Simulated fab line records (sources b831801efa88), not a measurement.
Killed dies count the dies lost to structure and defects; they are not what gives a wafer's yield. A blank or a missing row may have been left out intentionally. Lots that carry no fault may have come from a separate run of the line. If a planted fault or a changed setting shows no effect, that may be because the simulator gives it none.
Comparing a struck lot with a sound one || flow sky130 || 26 steps out of a route of 708
Sound: wafers L664.4, L664.5, L664.6. Wafers L674.1, L674.2, L674.3 were the ones struck. The cause is named last.
Per side, at each step with rows, come the tool, then ch with its chambers, and then its first start. Under that, the readings that differ: sound wafers || struck wafers || difference of the means || sigmas: that difference in standard deviations of wafers without a fault.
alike: words and numbers the same on both sides, and readings whose means are apart by under 2 such deviations; not compared: readings that were withheld, readings missing a value for some wafer, numbers with overlapping values and no deviation given by the record, and bounds like >300 which may hide the same value.
The two part at a step that has a row with sigmas, a row that says differs or no value, or rows on one side only. Non-overlapping numbers with no deviation appear without sigmas and do not part them. A reading that every wafer of one side lacks parts them only if that side has two wafers or more.

first, 3 steps without rows for these wafers: SKY_CAPM_EXPOSE_09 (exposes mask CAPM, target cd 1000 nm); SKY_CAPM_PEB_10; SKY_CAPM_DEVELOP_11 (develop time 60 s).
SKY_CAPM_OVL_MEAS_12:
  struck on overlay-01, day 42 00:02; sound on overlay-02, day 39 06:55
  alike: CAPM_OVL
SKY_CAPM_METAL_ETCH_13: etches TiN in Cl2/BCl3, stops on SiO2, target depth 220 nm, time 62.9 s.
  sound on rieMetal-01 ch 0,1, day 39 06:57; struck on rieMetal-01 ch 0,1, day 42 00:05
  alike: drypumpMotorCurrentA, oesProductAu, throttleValvePct
  not compared: rfHoursCounterH
SKY_CAPM_STRIP_14: strips in O2/N2.
  sound on plasmaAsher-02 ch 0,1, day 39 07:02; struck on plasmaAsher-03 ch 0,1, day 42 00:10
  alike: drypumpMotorCurrentA, oesProductAu, stripTimeToEndpointS
  not compared: rfHoursCounterH
then, 6 steps without rows for these wafers: SKY_CAPM_STRIP_15 (strips in post etch residue remover, time 1200 s); SKY_CAPM_CLEAN_16 (cleans in IPA, time 180 s); SKY_CAPM_CLEAN_17 (cleans in O3/DIW); SKY_METAL3_DEHYDRATE_05 (time 60 s); SKY_METAL3_HMDS_06 (prime time 60 s); SKY_METAL3_COAT_07 (resist thk 60 nm).
SKY_METAL3_COAT_08: resist thk 1140 nm.
  sound on lithoTrack-04 ch 0, day 39 19:00; struck on lithoTrack-04 ch 0, day 42 12:00
{"reading": "chillPlateTempC (C)", "sound": "22.80 22.93 23.02", "struck": "23.22 23.13 23.09", "difference": "+0.23", "sigmas": "+2"}
{"reading": "spinSpeedRpm (rpm)", "sound": "3002.0 3001.9 3001.9", "struck": "3210.4 3209.4 3209.2", "difference": "+207.7", "sigmas": "+99"}
{"reading": "model.KrF-thick_of_METAL3_COAT_08.thkNm (nm)", "sound": "1136 1137 1136", "struck": "1101 1105 1104", "difference": -33, "sigmas": ""}
  alike: resistLineTempC
then, 4 steps without rows for these wafers: SKY_METAL3_SOFTBAKE_09 (time 90 s); SKY_METAL3_EXPOSE_10 (exposes mask MM3, target cd 300 nm); SKY_METAL3_PEB_11; SKY_METAL3_DEVELOP_12 (develop time 60 s).
SKY_METAL3_CD_MEAS_13: the cd target is 300 nm.
  struck on cdSem-01, day 43 01:08; sound on cdSem-02, day 40 08:35
  alike: cdNm
SKY_METAL3_OVL_MEAS_14:
  struck on overlay-01, day 43 01:15; sound on overlay-01, day 40 08:40
  alike: METAL3_OVL
SKY_METAL3_DESCUM_15: chemistry O2, time 8 s.
  sound on rieMetal-03 ch 0,1, day 40 08:42; struck on rieMetal-01 ch 0,1, day 43 01:17
  alike: drypumpMotorCurrentA, oesProductAu
  not compared: rfHoursCounterH
SKY_METAL3_ETCH_16: etches BARC in N2/H2, stops on SiO2, time 88.2 s, target depth 60 nm.
  sound on rieMetal-03 ch 0,1, day 40 08:45; struck on rieMetal-01 ch 0,1, day 43 01:19
  alike: drypumpMotorCurrentA, oesProductAu, throttleValvePct
  not compared: rfHoursCounterH
SKY_METAL3_ETCH_17: etches SiO2 in C4F8/O2/Ar, stops on TiN, time 3.9 s, target depth 15 nm.
  sound on rieDiel-01 ch 0,2,3, day 40 08:49; struck on rieDiel-01 ch 1,2,3, day 43 01:25
  alike: oesProductAu
  not compared: rfHoursCounterH
SKY_METAL3_METAL_ETCH_18: etches the open film in Cl2/BCl3, stops on SiO2, target depth 845 nm, time 183.1 s.
  sound on rieMetal-01 ch 0,1, day 40 08:54; struck on rieMetal-02 ch 1, day 43 01:26
{"reading": "model.KrF-thick_of_METAL3_COAT_08.thkNm (nm)", "sound": "512.4 512.3 521.2", "struck": "475.8 478.6 478.9", "difference": -37.5, "sigmas": ""}
  alike: drypumpMotorCurrentA, oesProductAu, throttleValvePct
  not compared: rfHoursCounterH
SKY_METAL3_STRIP_19: strips in O2/N2.
  sound on plasmaAsher-01 ch 0,1, day 40 09:03; struck on plasmaAsher-04 ch 0,1, day 43 01:47
{"reading": "oesProductAu (a.u.)", "sound": "0.500 0.500 0.490", "struck": "0.484 0.480 0.484", "difference": -0.014, "sigmas": -3}
{"reading": "stripTimeToEndpointS (s)", "sound": "6.38 6.39 6.49", "struck": "6.01 6.06 6.05", "difference": -0.38, "sigmas": -5}
  alike: drypumpMotorCurrentA
  not compared: rfHoursCounterH
then, 1 step without rows for these wafers: SKY_METAL3_STRIP_20 (strips in post etch residue remover, time 1200 s).
-- the record jumps here: 6 days lie between the struck wafers' starts before and after (it left off in module METAL3 and takes up again in module PAD_OPEN, whose first step shown is number 708 of the route) --
SKY_PAD_OPEN_PROBE_99:
  rows exist in the record for the struck wafers here (prober-01, day 49 13:32), but not for the sound ones

== WHERE THEY PART ==
At SKY_METAL3_COAT_08 first; at SKY_PAD_OPEN_PROBE_99 last (within this record only).

WHY: what the simulator had put in
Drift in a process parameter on lithoTrack-04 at SKY_METAL3_COAT_08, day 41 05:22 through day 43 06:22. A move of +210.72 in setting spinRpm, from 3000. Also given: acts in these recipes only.
